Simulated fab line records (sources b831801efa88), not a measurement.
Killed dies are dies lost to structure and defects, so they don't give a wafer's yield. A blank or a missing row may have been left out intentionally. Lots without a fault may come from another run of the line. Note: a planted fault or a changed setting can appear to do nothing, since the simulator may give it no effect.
fab line records | flow sky130
record: lots: 12 | wafers: 36 | last-day: 50
route steps=708 shown FIELD_ISO@3 NWELL@34 PAD_OPEN@708
lots untouched by any fault: they come from a run of this same line in which no faults occurred
start-h: hours from the record's opening day to when the first of the lot's shown wafers began | wait-h: hours from the lot's prior step to this one | " the same as in the row above | L1.1+2: a row that stands for several wafers | - value missing, or start not given | * or withheld: withheld | < > ~ a bound
route shown NAME@n: NAME is a module with steps in the file, n the number in the route of the first one | usual: mean/standard deviation of fault-free wafers | same: alike in all rows | chamber/n: place in a boat | sites: readings site by site | _std_site: their standard deviation | _edge_site: mean of outer sites minus mean of inner sites | radius-mm: for every site, how far away it sits from the centre of the wafer | mask NAME#n: copy n | behind: tool/chamber where the wafer was last shaped | hold: cause of the lot's hold/its duration in hours/its outcome | device: transistor that didn't switch, given as n, p or np | end of line: tests run on the same wafers once the route is complete | where a step has no rows: the recipe by itself | killed: not the wafer's yield, but the dies lost to structure and defects at the first sort | map: a wafer's dies, marking killed ones x, the rest . and places with no die _
set.NAME: the setting the step ran with; set.NAME@STEP: the setting that earlier step ran with | model.NAME: the simulator's own value behind a step, which no gauge read
steps of the route over a sample of lots; a table a step, a row a wafer
services: when a tool's chamber went out of use (start-h, in hours from the record's first day, below 0 if earlier), for how many hours, and the reason
== steps ==
step: SKY_FIELD_ISO_THK_MEAS_02
recipe: reads: SiO2_of_FIELD_ISO_OXIDATION_01
usual: FIELD_ISO_OXIDATION_00_THK: 12.12/0.25
lot.wafer | tool          | chamber | start-h | wait-h | FIELD_ISO_OXIDATION_00_THK[nm]
L722.2    | film-metro-02 | -       | 23.24   | 0.0    | 12.25
L722.3    | "             | -       | "       | "      | 12.28
L722.4    | "             | -       | "       | "      | 12.31
L724.1    | film-metro-02 | -       | 33.66   | 0.0    | 11.94
L724.5    | "             | -       | "       | "      | 12.13
L724.6    | "             | -       | "       | "      | 11.99
L727.2    | film-metro-04 | -       | 46.72   | 0.0    | 11.94
L727.3    | "             | -       | "       | "      | 11.82
L727.6    | "             | -       | "       | "      | 12.08
L728.2    | film-metro-04 | -       | 53.54   | 0.0    | 12.36
L728.4    | "             | -       | "       | "      | 12.53
L728.5    | "             | -       | "       | "      | 12.35
L733.1    | film-metro-03 | -       | 76.63   | 0.0    | 12.02
L733.2    | "             | -       | "       | "      | 11.83
L733.4    | "             | -       | "       | "      | 11.84
L737.2    | film-metro-02 | -       | 99.10   | 0.0    | 12.21
L737.3    | "             | -       | "       | "      | 11.97
L737.5    | "             | -       | "       | "      | 12.29
L738.1    | film-metro-02 | -       | 103.34  | 0.0    | 12.27
L738.2    | "             | -       | "       | "      | 12.33
L738.4    | "             | -       | "       | "      | 12.41
L739.3    | film-metro-02 | -       | 107.63  | 0.0    | 12.06
L739.4    | "             | -       | "       | "      | 12.00
L739.6    | "             | -       | "       | "      | 12.16
L740.1    | film-metro-03 | -       | 111.63  | 0.0    | 11.95
L740.4    | "             | -       | "       | "      | 11.99
L740.5    | "             | -       | "       | "      | 11.94
L741.1    | film-metro-02 | -       | 116.63  | 0.0    | 11.94
L741.5    | "             | -       | "       | "      | 11.91
L741.6    | "             | -       | "       | "      | 11.71
L742.2    | film-metro-04 | -       | 122.20  | 0.0    | 12.18
L742.3    | "             | -       | "       | "      | 12.11
L742.6    | "             | -       | "       | "      | 12.10
L743.1    | film-metro-03 | -       | 127.48  | 0.0    | 12.29
L743.4    | "             | -       | "       | "      | 12.34
L743.6    | "             | -       | "       | "      | 12.15
step: SKY_FIELD_ISO_ETCH_17
recipe: target-depth-a: 3420 | mask-material: Si3N4 | chemistry: HBr/Cl2/O2 | target: Si | taper-deg: 5 | icp-w: 600 | bias-w: 150 | pressure-mtorr: 15 | HBr_flow_sccm: 150 | Cl2_flow_sccm: 40 | O2_flow_sccm: 6 | time-s: 97.7
usual: drypump-motor-current-A: 5.6/0.38 | he-backside-leak-sccm: 2.70/0.28 | oes-product-au: 0.997/0.011 | rf-fwd-power-W: 596.8/1.9 | run-length-s: 126.2/0.51 | throttle-valve-pct: 25.659/0.01
lot.wafer | tool      | chamber | start-h | wait-h | drypump-motor-current-A | he-backside-leak-sccm | oes-product-au | rf-fwd-power-W | rf-hours-counter-h | run-length-s | throttle-valve-pct
L722.2    | rie-si-01 | 3       | 39.22   | 0.1    | 5.6                     | 2.63                  | 0.999          | 595.1          | 80                 | 125.5        | 25.665
L722.3    | "         | 1       | "       | "      | 5.0                     | 2.91                  | 1.013          | 598.2          | 3                  | 126.6        | 25.655
L722.4    | "         | 0       | "       | "      | 5.6                     | 2.77                  | 0.998          | 596.7          | 17                 | 125.3        | 25.657
L724.1    | rie-si-01 | 3       | 51.62   | 0.1    | 5.6                     | 2.74                  | 0.992          | 600.2          | 80                 | 130.7        | 25.675
L724.5    | "         | 0       | "       | "      | 5.5                     | 2.69                  | 0.988          | 593.4          | -                  | 125.4        | 25.661
L724.6    | "         | 1       | "       | "      | 5.0                     | 3.10                  | 1.008          | 599.5          | -                  | 126.6        | 25.641
L727.2    | rie-si-01 | 3       | 65.02   | 0.1    | 5.6                     | 2.51                  | 0.984          | 597.6          | 80                 | 130.8        | 25.665
L727.3    | "         | 1       | "       | "      | 5.0                     | 2.89                  | 1.016          | 597.7          | 3                  | 126.9        | 25.652
L727.6    | "         | 1       | "       | "      | 5.0                     | 2.92                  | 1.013          | 597.7          | -                  | 126.4        | 25.635
L728.2    | rie-si-02 | 3       | 71.67   | 0.1    | 6.3                     | 2.87                  | 1.001          | 597.8          | 30                 | 126.4        | 25.662
L728.4    | "         | 2       | "       | "      | 5.6                     | 2.74                  | 0.983          | 593.9          | 76                 | 126.4        | 25.646
L728.5    | "         | 0       | "       | "      | 5.8                     | 2.28                  | 0.987          | 597.9          | -                  | 125.9        | 25.677
L733.1    | rie-si-02 | 3       | 95.57   | 0.1    | 6.4                     | 2.90                  | 0.999          | 596.0          | 30                 | 126.8        | 25.655
L733.2    | "         | 0       | "       | "      | 5.8                     | 2.35                  | 0.984          | 594.5          | 27                 | 125.6        | 25.663
L733.4    | "         | 2       | "       | "      | 5.6                     | 2.69                  | 0.982          | 594.6          | 76                 | 126.2        | 25.664
L737.2    | rie-si-02 | 2       | 122.12  | 0.1    | 5.6                     | 2.86                  | 0.987          | 595.2          | 76                 | 126.1        | 25.663
L737.3    | "         | 0       | "       | "      | 5.8                     | 2.45                  | 0.985          | 594.3          | 28                 | 125.5        | 25.671
L737.5    | "         | 3       | "       | "      | 6.4                     | 2.92                  | 0.984          | 598.1          | -                  | 126.8        | 25.657
L738.1    | rie-si-01 | 2       | 127.72  | 0.1    | 5.2                     | 2.59                  | 1.006          | 595.7          | 4                  | 126.7        | 25.652
L738.2    | "         | 3       | "       | "      | 5.6                     | 2.69                  | 0.999          | 599.9          | 81                 | 125.6        | 25.655
L738.4    | "         | 0       | "       | "      | 5.5                     | 2.72                  | 1.003          | 594.5          | 18                 | 125.4        | 25.648
L739.3    | rie-si-02 | 0       | 130.07  | 0.0    | 5.8                     | 2.29                  | 0.988          | 595.8          | 28                 | 125.7        | 25.658
L739.4    | "         | 1       | "       | "      | 5.7                     | 2.45                  | 1.013          | 594.9          | 86                 | 126.5        | 25.649
L739.6    | "         | 0       | "       | "      | 5.8                     | 2.39                  | 1.003          | 597.9          | -                  | 125.7        | 25.676
L740.1    | rie-si-02 | 3       | 133.07  | 0.1    | 6.3                     | 3.02                  | 0.996          | 597.8          | 30                 | 126.8        | 25.656
L740.4    | "         | 1       | "       | "      | 5.6                     | 2.53                  | 1.011          | 593.5          | 86                 | 126.8        | 25.643
L740.5    | "         | 3       | "       | "      | 6.3                     | 2.86                  | 1.002          | 596.0          | -                  | 126.7        | 25.670
L741.1    | rie-si-01 | 3       | 138.54  | 0.1    | 5.6                     | 2.66                  | 1.005          | 596.4          | 81                 | 125.7        | 25.637
L741.5    | "         | 3       | "       | "      | 5.6                     | 2.65                  | 1.003          | 596.7          | -                  | 125.9        | 25.658
L741.6    | "         | 0       | "       | "      | 5.5                     | 2.56                  | 1.001          | 598.4          | -                  | 125.4        | 25.663
L742.2    | rie-si-02 | 3       | 144.19  | 0.1    | 6.4                     | 2.94                  | 0.999          | 598.4          | 30                 | 126.4        | 25.651
L742.3    | "         | 1       | "       | "      | 5.7                     | 2.56                  | 1.012          | 597.9          | 86                 | 126.7        | 25.633
L742.6    | "         | 2       | "       | "      | 5.6                     | 2.70                  | 0.997          | 595.5          | -                  | 126.0        | 25.655
L743.1    | rie-si-01 | 3       | 149.09  | 0.1    | 5.6                     | 2.56                  | 0.996          | 598.1          | 81                 | 126.2        | 25.674
L743.4    | "         | 0       | "       | "      | 5.5                     | 2.69                  | 1.000          | 596.0          | 18                 | 125.2        | 25.666
L743.6    | "         | 0       | "       | "      | 5.5                     | 2.76                  | 1.004          | 596.4          | -                  | 125.3        | 25.655
step: SKY_NWELL_THK_MEAS_02
recipe: reads: SiO2_of_NWELL_OXIDATION_01
usual: NWELL_OXIDATION_THK: 10.14/0.18
lot.wafer | tool          | chamber | start-h | wait-h | NWELL_OXIDATION_THK[nm]
L722.2    | film-metro-01 | -       | 47.97   | 0.0    | 10.48
L722.3    | "             | -       | "       | "      | 10.53
L722.4    | "             | -       | "       | "      | 10.52
L724.1    | film-metro-01 | -       | 63.61   | 0.0    | 9.74
L724.5    | "             | -       | "       | "      | 10.01
L724.6    | "             | -       | "       | "      | 10.04
L727.2    | film-metro-04 | -       | 73.35   | 0.0    | 10.07
L727.3    | "             | -       | "       | "      | 10.19
L727.6    | "             | -       | "       | "      | 10.12
L728.2    | film-metro-04 | -       | 78.04   | 0.0    | 9.95
L728.4    | "             | -       | "       | "      | 10.10
L728.5    | "             | -       | "       | "      | 9.97
L733.1    | film-metro-04 | -       | 105.06  | 0.0    | 10.02
L733.2    | "             | -       | "       | "      | 10.02
L733.4    | "             | -       | "       | "      | 10.07
L737.2    | film-metro-01 | -       | 128.88  | 0.0    | 10.04
L737.3    | "             | -       | "       | "      | 10.08
L737.5    | "             | -       | "       | "      | 9.93
L738.1    | film-metro-04 | -       | 135.98  | 0.0    | 10.09
L738.2    | "             | -       | "       | "      | 9.90
L738.4    | "             | -       | "       | "      | 10.17
L739.3    | film-metro-04 | -       | 139.07  | 0.0    | 10.13
L739.4    | "             | -       | "       | "      | 9.97
L739.6    | "             | -       | "       | "      | 10.05
L740.1    | film-metro-01 | -       | 143.06  | 0.0    | 9.95
L740.4    | "             | -       | "       | "      | 10.07
L740.5    | "             | -       | "       | "      | 10.14
L741.1    | film-metro-02 | -       | 150.32  | 0.0    | 9.93
L741.5    | "             | -       | "       | "      | 10.03
L741.6    | "             | -       | "       | "      | 10.12
L742.2    | film-metro-04 | -       | 155.69  | 0.0    | 10.23
L742.3    | "             | -       | "       | "      | 10.22
L742.6    | "             | -       | "       | "      | 10.22
L743.1    | film-metro-01 | -       | 157.07  | 0.0    | 10.17
L743.4    | "             | -       | "       | "      | 10.15
L743.6    | "             | -       | "       | "      | 10.11
step: SKY_NWELL_RTA_28
recipe: temp-c: 1050 | time-s: 30 | idle-temp-c: 650 | ramp-up-c-per-s: 150 | ramp-down-c-per-s: 90 | ambient: N2
usual: anneal-temp-c-max: 1056.2/0.98 | lamp-power-pct: 25.31/0.052 | wafer_temp_C_max: 1054.9/0.88
lot.wafer | tool          | chamber | start-h | wait-h | anneal-temp-c-max | lamp-power-pct | wafer_temp_C_max
L722.2    | rtp-anneal-02 | 0       | 115.91  | 0.0    | 1056.1            | 25.32          | 1055.1
L722.3    | "             | 0       | "       | "      | 1054.3            | 25.28          | 1053.7
L722.4    | "             | 0       | "       | "      | 1055.4            | 25.31          | 1056.6
L724.1    | rtp-anneal-02 | 0       | 134.57  | 0.0    | 1057.9            | 25.29          | 1053.8
L724.5    | "             | 0       | "       | "      | 1056.1            | 25.33          | 1054.2
L724.6    | "             | 0       | "       | "      | 1056.4            | 25.27          | 1053.9
L728.2    | rtp-anneal-02 | 0       | 150.95  | 0.0    | 1056.5            | 25.33          | 1054.0
L728.4    | "             | 0       | "       | "      | 1056.3            | 25.26          | 1054.7
L728.5    | "             | 0       | "       | "      | 1055.2            | 25.29          | 1055.2
L727.2    | rtp-anneal-01 | 0       | 153.10  | 0.0    | 1055.2            | 25.22          | 1055.1
L727.3    | "             | 0       | "       | "      | 1057.8            | 25.20          | 1054.4
L727.6    | "             | 0       | "       | "      | 1054.8            | 25.33          | 1054.6
L733.1    | rtp-anneal-02 | 0       | 181.90  | 0.0    | 1056.1            | 25.41          | 1055.1
L733.2    | "             | 0       | "       | "      | 1055.6            | 25.34          | 1055.5
L733.4    | "             | 0       | "       | "      | 1055.5            | 25.26          | 1056.1
L737.2    | rtp-anneal-01 | 0       | 210.94  | 0.0    | 1055.0            | 25.36          | 1055.9
L737.3    | "             | 0       | "       | "      | 1054.5            | 25.28          | 1054.3
L737.5    | "             | 0       | "       | "      | 1057.9            | 25.33          | 1054.4
L738.1    | rtp-anneal-02 | 0       | 218.65  | 0.0    | 1055.7            | 25.42          | 1054.6
L738.2    | "             | 0       | "       | "      | 1056.7            | 25.29          | 1055.3
L738.4    | "             | 0       | "       | "      | 1056.0            | 25.29          | 1055.3
L739.3    | rtp-anneal-01 | 0       | 222.26  | 0.0    | 1056.6            | 25.33          | 1054.1
L739.4    | "             | 0       | "       | "      | 1058.1            | 25.28          | 1053.8
L739.6    | "             | 0       | "       | "      | 1057.1            | 25.32          | 1055.3
L740.1    | rtp-anneal-02 | 0       | 227.50  | 0.0    | 1055.0            | 25.34          | 1056.7
L740.4    | "             | 0       | "       | "      | 1055.6            | 25.33          | 1055.2
L740.5    | "             | 0       | "       | "      | 1054.8            | 25.39          | 1054.6
L741.1    | rtp-anneal-01 | 0       | 237.03  | 0.0    | 1057.1            | 25.29          | 1054.9
L741.5    | "             | 0       | "       | "      | 1055.6            | 25.27          | 1054.8
L741.6    | "             | 0       | "       | "      | 1055.6            | 25.23          | 1057.0
L742.2    | rtp-anneal-01 | 0       | 242.29  | 0.0    | 1056.5            | 25.31          | 1054.7
L742.3    | "             | 0       | "       | "      | 1056.6            | 25.37          | 1054.4
L742.6    | "             | 0       | "       | "      | 1055.3            | 25.30          | 1054.8
L743.1    | rtp-anneal-02 | 0       | 245.65  | 0.0    | 1055.8            | 25.35          | 1055.6
L743.4    | "             | 0       | "       | "      | 1054.7            | 25.33          | 1053.6
L743.6    | "             | 0       | "       | "      | 1056.7            | 25.33          | 1056.2
step: SKY_PAD_OPEN_PROBE_99
usual: killed_at_M0_to_M3: 43/6.5 | killed_at_M4_up: 3.3/2 | killed-at-contacts: 24/5.2 | killed-at-front-end: 16/4.2 | killed-at-other: 0.3/0.6 | killed-dies: 87/9.3 | killed-open: 47/7.8 | killed-short: 39/6.2
same: gross-dies: 492 | killed-at-back-side: 0
lot.wafer | tool      | chamber | start-h | wait-h | killed_at_M0_to_M3 | killed_at_M4_up | killed-at-contacts | killed-at-front-end | killed-at-other | killed-dies | killed-open | killed-short
L728.2    | prober-01 | -       | 1121.39 | 0.1    | 43                 | 3               | 32                 | 10                  | 0               | 88          | 47          | 41
L728.4    | prober-01 | -       | 1121.49 | 0.2    | 40                 | 1               | 23                 | 20                  | 1               | 85          | 44          | 41
L728.5    | prober-01 | -       | 1121.54 | 0.2    | 35                 | 3               | 22                 | 11                  | 0               | 71          | 47          | 24
L737.2    | prober-02 | -       | 1177.57 | 0.1    | 44                 | 5               | 15                 | 13                  | 1               | 78          | 37          | 39
L737.3    | prober-02 | -       | 1177.62 | 0.2    | 45                 | 2               | 26                 | 17                  | 0               | 90          | 48          | 41
L737.5    | prober-02 | -       | 1177.72 | 0.2    | 36                 | 3               | 21                 | 21                  | 0               | 81          | 49          | 32
L738.1    | prober-01 | -       | 1177.87 | 0.1    | 44                 | 4               | 28                 | 18                  | 0               | 94          | 42          | 52
L738.2    | prober-01 | -       | 1177.92 | 0.1    | 38                 | 2               | 20                 | 16                  | 0               | 76          | 35          | 41
L738.4    | prober-01 | -       | 1178.02 | 0.2    | 34                 | 3               | 20                 | 20                  | 0               | 77          | 31          | 46
L740.1    | prober-01 | -       | 1181.55 | 0.1    | 38                 | 7               | 22                 | 20                  | 0               | 87          | 53          | 33
L740.4    | prober-01 | -       | 1181.70 | 0.2    | 39                 | 4               | 23                 | 19                  | 0               | 85          | 39          | 45
L740.5    | prober-01 | -       | 1181.75 | 0.2    | 51                 | 6               | 21                 | 21                  | 0               | 99          | 47          | 52
killed by level:class
L728.2 CONTACT:geometric-particle:open=10 VIA2:geometric-particle:open=10 VIA1:geometric-particle:open=8 LI_CONTACT:geometric-particle:open=6 CONTACT:geometric-particle:short=6 VIA1:geometric-particle:short=6 FIELD_ISO:geometric-particle:open=5 METAL1:geometric-particle:short=5
L728.4 VIA1:geometric-particle:open=11 CONTACT:geometric-particle:open=9 FIELD_ISO:geometric-particle:short=6 LI_CONTACT:geometric-particle:open=6 CONTACT:geometric-particle:short=5 METAL2:geometric-particle:short=5 POLY_GATE:geometric-particle:short=4 VIA1:geometric-particle:short=4
L728.5 LI_CONTACT:geometric-particle:open=8 VIA1:geometric-particle:open=8 CONTACT:geometric-particle:open=6 VIA3:geometric-particle:open=6 CONTACT:geometric-particle:short=5 METAL2:geometric-particle:open=5 POLY_GATE:geometric-particle:open=4 VIA2:geometric-particle:open=4
L737.2 VIA1:geometric-particle:open=16 METAL1:geometric-particle:short=8 CONTACT:geometric-particle:open=6 CONTACT:geometric-particle:short=5 VIA3:geometric-particle:open=5 POLY_GATE:geometric-particle:short=4 METAL4:geometric-particle:short=4 FIELD_ISO:geometric-particle:short=3
L737.3 CONTACT:geometric-particle:open=12 METAL2:geometric-particle:short=8 FIELD_ISO:geometric-particle:open=7 LI_CONTACT:geometric-particle:open=7 METAL1:geometric-particle:short=7 VIA1:geometric-particle:short=5 VIA1:geometric-particle:open=5 VIA2:geometric-particle:open=5
L737.5 CONTACT:geometric-particle:open=10 VIA3:geometric-particle:open=8 VIA1:geometric-particle:open=7 FIELD_ISO:geometric-particle:open=6 POLY_GATE:geometric-particle:open=6 LI_CONTACT:geometric-particle:open=6 METAL2:geometric-particle:short=6 METAL1:geometric-particle:short=5
L738.1 CONTACT:geometric-particle:open=11 VIA1:geometric-particle:open=11 VIA1:geometric-particle:short=7 METAL1:geometric-particle:short=6 LI_CONTACT:geometric-particle:open=5 METAL2:geometric-particle:short=5 LI_CONTACT:geometric-particle:short=4 CONTACT:geometric-particle:short=4
L738.2 VIA1:geometric-particle:open=11 VIA1:geometric-particle:short=7 CONTACT:geometric-particle:open=6 POLY_GATE:geometric-particle:short=5 CONTACT:geometric-particle:short=5 FIELD_ISO:geometric-particle:short=4 LI_CONTACT:geometric-particle:open=4 METAL1:geometric-particle:short=4
L738.4 VIA1:geometric-particle:short=9 CONTACT:geometric-particle:open=6 FIELD_ISO:geometric-particle:short=5 POLY_GATE:geometric-particle:short=5 LI_CONTACT:geometric-particle:open=4 LOCAL_INTERCONNECT:geometric-particle:short=4 METAL1:geometric-particle:short=4 VIA1:geometric-particle:open=4
L740.1 VIA1:geometric-particle:open=16 CONTACT:geometric-particle:open=8 POLY_GATE:geometric-particle:open=5 METAL1:geometric-particle:short=5 CONTACT:geometric-particle:short=4 LI_CONTACT:geometric-particle:open=4 LOCAL_INTERCONNECT:geometric-particle:short=4 VIA2:geometric-particle:open=4
L740.4 CONTACT:geometric-particle:short=7 VIA1:geometric-particle:open=7 METAL2:geometric-particle:short=6 FIELD_ISO:geometric-particle:open=6 VIA2:geometric-particle:open=6 VIA3:geometric-particle:open=6 LOCAL_INTERCONNECT:geometric-particle:short=5 CONTACT:geometric-particle:open=5
L740.5 LI_CONTACT:geometric-particle:open=8 VIA1:geometric-particle:short=8 POLY_GATE:geometric-particle:open=7 VIA1:geometric-particle:open=7 METAL3:geometric-particle:short=7 FIELD_ISO:geometric-particle:open=6 METAL2:geometric-particle:short=6 METAL1:geometric-particle:short=6
== services ==
tool          | chamber | start-h | hours | kind
rtp-anneal-01 | -       | 50.70   | 0.8   | pm
rie-si-02     | -       | 126.42  | 2.8   | pm
rie-si-01     | 1       | 151.05  | 45.0  | repair
rie-si-02     | 3       | 160.29  | 3.2   | repair
rie-si-01     | -       | 204.21  | 0.3   | repair
== key ==
first-sign: step: SKY_FIELD_ISO_ETCH_17 | reading: run-length-s | direction: up | sigmas: 8.8 | usual: * | struck: *
effect none on later readings
met-at SKY_FIELD_ISO_ETCH_17
struck-lots L724,L727
struck-wafers L724.1,L727.2
tester-left-out L724,L727
not-acting-at SKY_FIELD_ISO_THK_MEAS_02,SKY_NWELL_THK_MEAS_02,SKY_NWELL_RTA_28
onset-between 39.22 51.62
fault: kind: process-parameter-drift | tool: rie-si-01 | chamber: 3 | onset-h: 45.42 | steps: SKY_FIELD_ISO_ETCH_17 | channel: time-s | offset: * | shape: step | end-h: 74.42 | acts-in: * | stated: *
tester-left-out: of these lots the tester's yield and bins aren't shown, on N5 and GAA mostly nor the transistor test; their killed dies are dies lost to structure and defects alone, not to doping, threshold or leakage, so they don't give the yield
